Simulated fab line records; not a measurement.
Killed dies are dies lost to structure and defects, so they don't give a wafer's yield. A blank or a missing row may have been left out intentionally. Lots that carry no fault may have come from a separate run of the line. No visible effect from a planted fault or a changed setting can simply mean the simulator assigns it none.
Which tool was responsible? | flow sky130 | Sampling: 12 lots, 36 wafers, 3 of 708 route steps

== WHAT THE GAUGES READ, wafer by wafer ==
SKY_LDD_P_TW_MEAS_11. Usual: for LDD_P_TW the level is 643 and the standard deviation is 5.
lot  | measured     | on            | LDD_P_TW    | flag
L369 | day 19 01:52 | film-metro-03 | 647 644 649 |
L370 | day 19 16:20 | film-metro-01 | 639 638 643 |
L372 | day 19 15:51 | film-metro-01 | 642 641 646 |
L374 | day 20 08:00 | film-metro-03 | 644 646 647 |
L377 | day 21 18:44 | film-metro-03 | 651 649 646 |
L379 | day 22 23:26 | film-metro-03 | 649 647 648 |
L380 | day 23 19:39 | film-metro-02 | 637 639 638 |
L382 | day 23 23:35 | film-metro-01 | 551 549 546 | OFF
L383 | day 24 08:08 | film-metro-02 | 554 556 556 | OFF
L390 | day 26 19:17 | film-metro-02 | 638 640 636 |
L391 | day 27 01:59 | film-metro-03 | 653 649 647 |
L392 | day 27 09:38 | film-metro-02 | 638 635 637 |

== WHAT TOOL EACH LOT RAN ON (gives the tool, then ch and the chambers of the sampled wafers, and finally the start) ==
lot  | SKY_SONOS_ONO_ETCH_15              | SKY_LDD_P_IMPLANT_09
L369 | rie-diel-04 ch 1, day 12 08:47     | implanter-04 ch 0, day 19 01:37
L370 | rie-diel-01 ch 0,1,2, day 12 21:37 | implanter-01 ch 0, day 19 16:05
L372 | rie-diel-01 ch 1,2, day 13 05:58   | implanter-04 ch 0, day 19 15:36
L374 | rie-diel-01 ch 1,2,3, day 13 19:55 | implanter-01 ch 0, day 20 07:45
L377 | rie-diel-01 ch 0,1,3, day 15 00:08 | implanter-04 ch 0, day 21 18:30
L379 | rie-diel-03 ch 1,3, day 15 19:16   | implanter-01 ch 0, day 22 23:12
L380 | rie-diel-04 ch 0,1, day 16 22:13   | implanter-04 ch 0, day 23 19:26
L382 | rie-diel-01 ch 1,2,3, day 16 22:44 | implanter-01 ch 0, day 23 23:20
L383 | rie-diel-01 ch 0,1,2, day 17 09:26 | implanter-01 ch 0, day 24 07:53
L390 | rie-diel-03 ch 0,1,3, day 20 01:13 | implanter-04 ch 0, day 26 19:04
L391 | rie-diel-01 ch 0,1,2, day 20 08:07 | implanter-04 ch 0, day 27 01:46
L392 | rie-diel-01 ch 0,1,3, day 20 17:35 | implanter-04 ch 0, day 27 09:24
- SKY_SONOS_ONO_ETCH_15: etches the open film in CHF3/O2, target depth 19.52 nm, time 7.8 s.
- SKY_LDD_P_IMPLANT_09

== AS READ BY THE TOOLS THEMSELVES (means over the sampled wafers that have a number; for cases with no such wafer, the mark the record gives instead) ==
SKY_SONOS_ONO_ETCH_15. Usual: drypump-motor-current-A 6.0 A, standard deviation 0.49; oes-product-au 1.001 a.u., standard deviation 0.0092; rf-fwd-power-W 589.4 W, standard deviation 2.8; throttle-valve-pct 8.825 %, standard deviation 0.0089.
lot  | tool        | drypump-motor-current-A (A) | oes-product-au (a.u.) | rf-fwd-power-W (W) | throttle-valve-pct (%) | flag
L369 | rie-diel-04 | 6.8                         | 0.995                 | 590.8              | 8.824                  |
L370 | rie-diel-01 | 6.0                         | 0.992                 | 590.5              | 8.826                  |
L372 | rie-diel-01 | 5.9                         | 1.003                 | 589.3              | 8.820                  |
L374 | rie-diel-01 | 5.7                         | 1.007                 | 588.8              | 8.837                  |
L377 | rie-diel-01 | 5.8                         | 1.004                 | 591.9              | 8.829                  |
L379 | rie-diel-03 | 6.3                         | 1.004                 | 586.3              | 8.821                  |
L380 | rie-diel-04 | 6.5                         | 1.003                 | 591.4              | 8.823                  |
L382 | rie-diel-01 | 5.7                         | 1.003                 | 591.0              | 8.818                  |
L383 | rie-diel-01 | 6.0                         | 1.005                 | 591.5              | 8.832                  |
L390 | rie-diel-03 | 5.9                         | 1.004                 | 586.5              | 8.834                  |
L391 | rie-diel-01 | 6.0                         | 1.003                 | 590.5              | 8.831                  |
L392 | rie-diel-01 | 5.8                         | 0.999                 | 590.7              | 8.816                  |

SKY_LDD_P_IMPLANT_09. Usual: dose-ions-cm2 1e+13, standard deviation 1.1e+10; faraday-current-uA 56.4, standard deviation 1.1.
lot  | tool         | dose-ions-cm2 | faraday-current-uA | flag
L369 | implanter-04 | 1e+13         | 55.9               |
L370 | implanter-01 | 1e+13         | 56.5               |
L372 | implanter-04 | 1e+13         | 56.8               |
L374 | implanter-01 | 1e+13         | 56.8               |
L377 | implanter-04 | 1e+13         | 55.4               |
L379 | implanter-01 | 1e+13         | 56.6               |
L380 | implanter-04 | 1e+13         | 55.6               |
L382 | implanter-01 | 6e+12         | 35.5               | OFF
L383 | implanter-01 | 6e+12         | 35.2               | OFF
L390 | implanter-04 | 1e+13         | 57.8               |
L391 | implanter-04 | 1e+13         | 55.4               |
L392 | implanter-04 | 1e+13         | 57.6               |

== THE ANSWER, worked out from the rows above alone ==
Rule: lot off if the mean of its wafers having a number is beyond 3 standard deviations from the usual mean. A lot without any number at a reading at which 4 lots or more have one is off too. Where the step has rows for the other lots, those lots are counted as sound. After the gauges, taken in route order, come the tools' own readings; for these a lot's mean is taken, as printed above. At the first step where some lot is off, the reading lying furthest off is the one used; lots without a number count as furthest.
Off: L382, L383, seen at SKY_LDD_P_TW_MEAS_11 (LDD_P_TW).
If a tool, at a process step before that reading, ran all the lots that are off and no sound lot after the first of them, it fits. Not tried: the gauges at SKY_LDD_P_TW_MEAS_11; whatever is off there is also off at SKY_LDD_P_IMPLANT_09, on other tools, and gauge error can't account for it. One fits: SKY_LDD_P_IMPLANT_09 on implanter-01. Its last sound lot is L379 (day 22 23:12), its first lot that is off L382 (day 23 23:20): a fault that began between those two fits.
The tool's own readings at SKY_LDD_P_IMPLANT_09 bear it out: on the lots that are off they differ by more than 5 times the standard deviation of the sound lots' means. dose-ions-cm2 reads 6e+12 there against 1e+13 on the sound lots; faraday-current-uA reads 35.4 there against 56.4 on the sound lots.

== WHAT HAD BEEN PUT IN BY THE SIMULATOR ==
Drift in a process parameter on implanter-01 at SKY_LDD_P_IMPLANT_09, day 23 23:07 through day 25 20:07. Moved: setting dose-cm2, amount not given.
Struck lots among those shown: L382, L383. This agrees with what the rule above found.
